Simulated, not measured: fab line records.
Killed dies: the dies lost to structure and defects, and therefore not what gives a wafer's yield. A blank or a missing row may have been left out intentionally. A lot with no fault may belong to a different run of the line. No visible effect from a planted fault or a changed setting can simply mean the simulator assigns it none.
fab line records ; flow sky130
[record] lots = 6; wafers = 18; last_day = 50
route steps=708 shown LDD_N@252 LDD_P@255 PAD_OPEN@708
lots untouched by any fault: they come from a run of this same line in which no faults occurred
start_h: hours from the record's first day to the start of the lot's first wafer shown ; wait_h: how many hours have passed since the lot's step before this one ; " same as the row above ; L1.1+2: one row covering several wafers at once ; - no value, or no start was given ; * or withheld: withheld ; < > ~ a bound
route shown NAME@n: a module of which the file shows steps, and the number in the route of the first ; usual: mean/standard deviation taken from wafers without a fault ; same: alike in all rows ; chamber/n: place in a boat ; sites: per-site readings ; _std_site: the values' standard deviation ; _edge_site: inner sites' mean taken away from outer sites' mean ; radius_mm: for every site, how far away it sits from the centre of the wafer ; mask NAME#n: copy n ; behind: the tool/chamber that last shaped the wafer ; hold: what put the lot on hold/how long, in hours/how the hold closed ; device: which transistor (n, p or np) failed to switch ; end of line: the same wafers' tests at the end of the route ; for a step that has no rows: nothing shown but its recipe ; killed: count of dies lost to structure and defects at first sort (not the wafer's yield) ; map: shows each die of a wafer: x if killed, . if not, _ if none is there
set.NAME: the run value of the setting; set.NAME@STEP: its run value at that earlier step ; model.NAME: the simulator's own value behind a step, which no gauge read
certain route steps with their lots: each step a table, each wafer a row
services: a tool's chamber out of use, with start hour (start_h, from the record's first day; less than 0 if before it), hours out, and reason
[[steps]]
[step SKY_LDD_N_IMPLANT_15]
[recipe] species = BF2; energy_kev = 50; dose_cm2 = 5e+12; tilt_deg = 30; rotation_deg = 270
[step SKY_LDD_N_STRIP_16]
[recipe] chemistry = O2/N2; power_w = 1400; pressure_mtorr = 1500; platen_temp_c = withheld; o2_flow_sccm = 3000; n2_flow_sccm = 300; overash_fraction = 0.4822
[usual] drypump_motor_current_A = 5.7/0.32; oes_product_au = 0.407/0.005; strip_time_to_endpoint_s = 4.317/0.013
lot.wafer;tool;chamber;start_h;wait_h;drypump_motor_current_A;oes_product_au;rf_hours_counter_h;strip_time_to_endpoint_s
L538.2;plasma_asher-03;0;438.12;0.1;5.9;0.400;28;4.319
L538.4;plasma_asher-03;0;438.12;0.1;5.9;0.408;-;4.324
L538.5;plasma_asher-03;0;438.12;0.1;5.9;0.407;-;4.328
L548.2;plasma_asher-04;0;526.76;0.1;5.7;0.405;85;4.311
L548.3;plasma_asher-04;0;526.76;0.1;5.7;0.414;-;4.291
L548.4;plasma_asher-04;1;526.76;0.1;6.1;0.401;-;4.308
L550.2;plasma_asher-02;1;545.62;0.1;5.4;0.410;10;4.312
L550.3;plasma_asher-02;0;545.62;0.1;5.3;0.404;-;4.318
L550.4;plasma_asher-02;1;545.62;0.1;5.4;0.417;-;4.313
L551.2;plasma_asher-04;1;556.82;0.1;6.1;0.405;88;4.316
L551.3;plasma_asher-04;0;556.82;0.1;5.7;0.409;-;4.306
L551.4;plasma_asher-04;1;556.82;0.1;6.1;0.402;-;4.315
L556.3;plasma_asher-04;0;595.75;0.1;5.7;0.405;-;4.298
L556.4;plasma_asher-04;1;595.75;0.1;6.1;0.404;-;4.306
L556.6;plasma_asher-04;1;595.75;0.1;6.1;0.408;-;4.330
L557.1;plasma_asher-03;1;601.57;0.1;5.2;0.405;43;4.315
L557.4;plasma_asher-03;1;601.57;0.1;5.3;0.399;-;4.301
L557.5;plasma_asher-03;0;601.57;0.1;5.9;0.404;-;4.305
[step SKY_LDD_N_TW_MEAS_17]
[usual] LDD_N_TW = 2586/26
lot.wafer;tool;chamber;start_h;wait_h;LDD_N_TW
L538.2;film_metro-03;-;438.23;0.1;2551
L538.4;film_metro-03;-;438.23;0.1;2546
L538.5;film_metro-03;-;438.23;0.1;2539
L548.2;film_metro-03;-;526.87;0.1;2552
L548.3;film_metro-03;-;526.87;0.1;2558
L548.4;film_metro-03;-;526.87;0.1;2564
L550.2;film_metro-01;-;545.73;0.1;2605
L550.3;film_metro-01;-;545.73;0.1;2606
L550.4;film_metro-01;-;545.73;0.1;2606
L551.2;film_metro-02;-;556.93;0.1;2591
L551.3;film_metro-02;-;556.93;0.1;2595
L551.4;film_metro-02;-;556.93;0.1;2580
L556.3;film_metro-03;-;595.84;0.1;2541
L556.4;film_metro-03;-;595.84;0.1;2554
L556.6;film_metro-03;-;595.84;0.1;2559
L557.1;film_metro-01;-;601.67;0.1;2608
L557.4;film_metro-01;-;601.67;0.1;2596
L557.5;film_metro-01;-;601.67;0.1;2605
[step SKY_LDD_P_DEHYDRATE_00]
[recipe] temp_c = 200; time_s = 60
[step SKY_LDD_P_HMDS_01]
[recipe] prime_time_s = 60; prime_temp_c = 120
[step SKY_LDD_P_COAT_02]
[recipe] resist = NOVOLAK; spin_rpm = 3000; resist_thk_nm = 1140
[step SKY_LDD_P_SOFTBAKE_03]
[recipe] temp_c = 90; time_s = 60; resist = NOVOLAK
[step SKY_LDD_P_EXPOSE_04]
[recipe] mask_id = PSDM; na = 0.6; source_shape = conventional; sigma_outer = 0.6; polarization = unpolarized; target_cd_nm = 380; dose_mj = 138
[step SKY_LDD_P_PEB_05]
[recipe] temp_c = withheld; time_s = *; resist = NOVOLAK
[step SKY_LDD_P_DEVELOP_06]
[recipe] resist = NOVOLAK; developer = TMAH; develop_time_s = 60; dev_temp_c = 23
[step SKY_LDD_P_CD_MEAS_07]
[recipe] target_cd_nm = 380
[usual] cd_nm = 379.8/2.5
lot.wafer;tool;chamber;start_h;wait_h;cd_nm
L538.2;cd_sem-01;-;468.74;0.1;381.1
L538.4;cd_sem-01;-;468.74;0.1;381.4
L538.5;cd_sem-01;-;468.74;0.1;382.4
L548.2;cd_sem-02;-;557.20;0.1;381.0
L548.3;cd_sem-02;-;557.20;0.1;382.2
L548.4;cd_sem-02;-;557.20;0.1;382.5
L550.2;cd_sem-02;-;575.79;0.1;379.0
L550.3;cd_sem-02;-;575.79;0.1;380.0
L550.4;cd_sem-02;-;575.79;0.1;376.0
L551.2;cd_sem-01;-;585.99;0.1;382.1
L551.3;cd_sem-01;-;585.99;0.1;381.8
L551.4;cd_sem-01;-;585.99;0.1;380.7
L556.3;cd_sem-02;-;624.77;0.1;382.7
L556.4;cd_sem-02;-;624.77;0.1;382.1
L556.6;cd_sem-02;-;624.77;0.1;380.2
L557.1;cd_sem-02;-;630.98;0.1;381.7
L557.4;cd_sem-02;-;630.98;0.1;378.8
L557.5;cd_sem-02;-;630.98;0.1;379.2
[step SKY_LDD_P_OVL_MEAS_08]
[usual] LDD_P_OVL = -1.9/1.4
lot.wafer;tool;chamber;start_h;wait_h;LDD_P_OVL[nm]
L538.2;overlay-01;-;468.85;0.1;-1.8
L538.4;overlay-01;-;468.85;0.1;-2.1
L538.5;overlay-01;-;468.85;0.1;-0.5
L548.2;overlay-02;-;557.31;0.1;-3.4
L548.3;overlay-02;-;557.31;0.1;-1.2
L548.4;overlay-02;-;557.31;0.1;-1.9
L550.2;overlay-01;-;575.90;0.1;-0.2
L550.3;overlay-01;-;575.90;0.1;-1.4
L550.4;overlay-01;-;575.90;0.1;-2.2
L551.2;overlay-02;-;586.10;0.1;-1.0
L551.3;overlay-02;-;586.10;0.1;-2.3
L551.4;overlay-02;-;586.10;0.1;1.3
L556.3;overlay-02;-;624.86;0.1;-3.2
L556.4;overlay-02;-;624.86;0.1;-2.7
L556.6;overlay-02;-;624.86;0.1;-3.0
L557.1;overlay-02;-;631.10;0.1;-2.2
L557.4;overlay-02;-;631.10;0.1;-4.1
L557.5;overlay-02;-;631.10;0.1;-3.6
[step SKY_LDD_P_IMPLANT_09]
[recipe] species = BF2; energy_kev = 25; dose_cm2 = 1e+13; tilt_deg = withheld
[usual] beam_energy_keV = 25.000/0.0079
[same] implant_ion_amu = 49
lot.wafer;tool;chamber;start_h;wait_h;beam_energy_keV;model.implant.drp_nm
L538.2;implanter-01;0;468.90;0.0;25.001;11.41
L538.4;implanter-01;0;468.90;0.0;24.993;11.41
L538.5;implanter-01;0;468.90;0.0;24.989;11.41
L548.2;implanter-04;0;557.36;0.0;24.994;11.41
L548.3;implanter-04;0;557.36;0.0;25.009;11.41
L548.4;implanter-04;0;557.36;0.0;25.009;11.41
L550.2;implanter-04;0;575.95;0.0;25.798;11.66
L550.3;implanter-04;0;575.95;0.0;25.788;11.66
L550.4;implanter-04;0;575.95;0.0;25.794;11.66
L551.2;implanter-04;0;586.15;0.0;25.790;11.66
L551.3;implanter-04;0;586.15;0.0;25.809;11.66
L551.4;implanter-04;0;586.15;0.0;25.792;11.66
L556.3;implanter-03;0;624.94;0.1;25.019;11.41
L556.4;implanter-03;0;624.94;0.1;25.005;11.41
L556.6;implanter-03;0;624.94;0.1;25.002;11.41
L557.1;implanter-03;0;631.14;0.0;25.019;11.41
L557.4;implanter-03;0;631.14;0.0;25.003;11.41
L557.5;implanter-03;0;631.14;0.0;25.012;11.41
[step SKY_LDD_P_STRIP_10]
[recipe] chemistry = O2/N2; power_w = 1400; pressure_mtorr = 1500; platen_temp_c = withheld; o2_flow_sccm = 3000; n2_flow_sccm = 300; overash_fraction = 0.5
[usual] drypump_motor_current_A = 5.8/0.35; oes_product_au = 0.716/0.0047; strip_time_to_endpoint_s = 14.20/0.039
lot.wafer;tool;chamber;start_h;wait_h;drypump_motor_current_A;oes_product_au;rf_hours_counter_h;strip_time_to_endpoint_s
L538.2;plasma_asher-03;1;469.03;0.1;5.2;0.718;31;14.24
L538.4;plasma_asher-03;0;469.03;0.1;5.8;0.713;-;14.20
L538.5;plasma_asher-03;0;469.03;0.1;5.9;0.719;-;14.19
L548.2;plasma_asher-01;1;557.49;0.1;6.2;0.710;77;14.20
L548.3;plasma_asher-01;1;557.49;0.1;6.2;0.713;-;14.15
L548.4;plasma_asher-01;0;557.49;0.1;5.4;0.708;-;14.13
L550.2;plasma_asher-04;0;576.08;0.1;5.7;0.720;90;14.21
L550.3;plasma_asher-04;0;576.08;0.1;5.7;0.719;-;14.20
L550.4;plasma_asher-04;1;576.08;0.1;6.2;0.725;-;14.21
L551.2;plasma_asher-04;1;586.28;0.1;6.1;0.717;91;14.20
L551.3;plasma_asher-04;1;586.28;0.1;6.1;0.713;-;14.22
L551.4;plasma_asher-04;0;586.28;0.1;5.7;0.713;-;14.22
L556.3;plasma_asher-01;0;625.07;0.1;5.4;0.704;-;14.21
L556.4;plasma_asher-01;1;625.07;0.1;6.2;0.715;-;14.18
L556.6;plasma_asher-01;0;625.07;0.1;5.4;0.712;-;14.17
L557.1;plasma_asher-01;1;631.29;0.1;6.2;0.718;84;14.12
L557.4;plasma_asher-01;0;631.29;0.1;5.4;0.713;-;14.19
L557.5;plasma_asher-01;1;631.29;0.1;6.2;0.709;-;14.16
[step SKY_PAD_OPEN_PROBE_99]
[usual] killed_at_M0_to_M3 = 43/6.3; killed_at_M4_up = 3.1/1.9; killed_at_contacts = 24/5.1; killed_at_front_end = 14/4.3; killed_at_other = 0.3/0.53; killed_dies = 85/8.8; killed_open = 46/7.1; killed_short = 38/5.9
[same] gross_dies = 492; killed_at_back_side = 0
lot.wafer;tool;chamber;start_h;wait_h;killed_at_M0_to_M3;killed_at_M4_up;killed_at_contacts;killed_at_front_end;killed_at_other;killed_dies;killed_open;killed_short
L548.2;prober-01;-;1157.05;0.1;33;2;23;13;1;72;38;33
L548.3;prober-01;-;1157.10;0.2;43;4;28;12;0;87;51;36
L548.4;prober-01;-;1157.15;0.2;38;1;25;14;1;79;48;31
L551.2;prober-02;-;1172.60;0.1;42;1;28;20;1;92;44;48
L551.3;prober-02;-;1172.65;0.2;41;4;30;18;0;93;60;33
L551.4;prober-02;-;1172.70;0.2;45;3;26;14;0;88;48;40
L556.3;prober-02;-;1193.03;0.2;45;3;21;17;0;86;54;32
L556.4;prober-02;-;1193.08;0.2;53;4;14;16;1;88;44;42
L556.6;prober-02;-;1193.18;0.2;40;4;23;19;3;89;50;39
// killed by level:class
L548.2 LOCAL_INTERCONNECT:geometric_particle:short=8 VIA1:geometric_particle:open=6 VIA3:geometric_particle:open=6 CONTACT:geometric_particle:open=6 METAL1:geometric_particle:short=6 LI_CONTACT:geometric_particle:open=5 VIA2:geometric_particle:open=5 FIELD_ISO:geometric_particle:short=3
L548.3 VIA1:geometric_particle:open=13 LI_CONTACT:geometric_particle:open=10 CONTACT:geometric_particle:open=9 VIA3:geometric_particle:open=8 VIA3:geometric_particle:short=5 METAL1:geometric_particle:short=4 METAL4:geometric_particle:short=4 VIA1:geometric_particle:short=4
L548.4 VIA1:geometric_particle:open=9 CONTACT:geometric_particle:open=9 LI_CONTACT:geometric_particle:open=8 VIA3:geometric_particle:open=6 FIELD_ISO:geometric_particle:open=5 LOCAL_INTERCONNECT:geometric_particle:short=5 POLY_GATE:geometric_particle:short=4 VIA2:geometric_particle:short=4
L551.2 VIA1:geometric_particle:open=14 CONTACT:geometric_particle:open=10 METAL1:geometric_particle:short=9 FIELD_ISO:geometric_particle:short=8 LI_CONTACT:geometric_particle:open=5 LOCAL_INTERCONNECT:geometric_particle:short=5 CONTACT:geometric_particle:short=5 POLY_GATE:geometric_particle:short=4
L551.3 CONTACT:geometric_particle:open=11 LI_CONTACT:geometric_particle:open=10 VIA1:geometric_particle:open=10 VIA3:geometric_particle:open=10 FIELD_ISO:geometric_particle:short=5 VIA1:geometric_particle:short=5 FIELD_ISO:geometric_particle:open=4 LOCAL_INTERCONNECT:geometric_particle:short=4
L551.4 VIA1:geometric_particle:open=11 VIA2:geometric_particle:open=9 VIA3:geometric_particle:open=7 LI_CONTACT:geometric_particle:open=7 CONTACT:geometric_particle:short=6 CONTACT:geometric_particle:open=5 LOCAL_INTERCONNECT:geometric_particle:short=4 VIA3:geometric_particle:short=4
L556.3 VIA1:geometric_particle:open=15 CONTACT:geometric_particle:open=7 VIA2:geometric_particle:open=7 LI_CONTACT:geometric_particle:open=6 VIA1:geometric_particle:short=6 VIA3:geometric_particle:open=6 POLY_GATE:geometric_particle:open=5 CONTACT:geometric_particle:short=4
L556.4 VIA1:geometric_particle:open=10 METAL1:geometric_particle:short=10 VIA2:geometric_particle:open=9 POLY_GATE:geometric_particle:open=6 CONTACT:geometric_particle:short=4 VIA3:geometric_particle:open=4 LI_CONTACT:geometric_particle:open=4 CONTACT:geometric_particle:open=4
L556.6 VIA1:geometric_particle:open=17 FIELD_ISO:geometric_particle:short=8 CONTACT:geometric_particle:open=8 METAL2:geometric_particle:short=5 POLY_GATE:geometric_particle:open=4 LI_CONTACT:geometric_particle:open=4 LOCAL_INTERCONNECT:geometric_particle:short=4 CONTACT:geometric_particle:short=4
[[services]]
tool;chamber;start_h;hours;kind
plasma_asher-02;-;421.25;9.0;pm
plasma_asher-02;0;421.25;9.0;vent_cycle
plasma_asher-02;1;421.25;9.0;vent_cycle
implanter-04;-;424.33;3.6;repair
plasma_asher-02;0;430.25;-;clean
plasma_asher-02;1;430.25;-;clean
implanter-01;-;437.66;1.3;repair
plasma_asher-02;-;473.37;13.3;repair
implanter-01;-;496.88;1.6;repair
plasma_asher-03;-;507.42;0.3;repair
plasma_asher-03;-;513.41;12.9;pm
implanter-04;-;530.05;2.7;repair
implanter-01;-;551.96;1.8;repair
plasma_asher-03;-;557.55;2.8;pm
plasma_asher-03;-;572.22;1.7;repair
implanter-01;-;597.82;4.4;pm
implanter-04;-;607.12;0.7;repair
[[key]]
[first_sign] step = SKY_LDD_P_IMPLANT_09; reading = beam_energy_keV; direction = up; sigmas = 99+; usual = *; struck = *
effect none on later readings
[model_effect] step = SKY_LDD_P_IMPLANT_09; value = implant.drp_nm; without = 11.41; struck = 11.66
met_at SKY_LDD_P_IMPLANT_09
struck_wafers L550.2,L550.3,L550.4,L551.2,L551.3,L551.4
tester_left_out L550,L551
onset_between 557.36 575.95
[fault] kind = process_parameter_drift; tool = implanter-04; chamber = -; onset_h = 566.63; steps = SKY_LDD_P_IMPLANT_09; channel = energy_kev; offset = *; shape = step; end_h = 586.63; acts_in = *; stated = *
// tester_left_out: of these lots the tester's yield and bins aren't shown, on N5 and GAA mostly nor the transistor test; their killed dies are dies lost to structure and defects alone, not to doping, threshold or leakage, so they don't give the yield
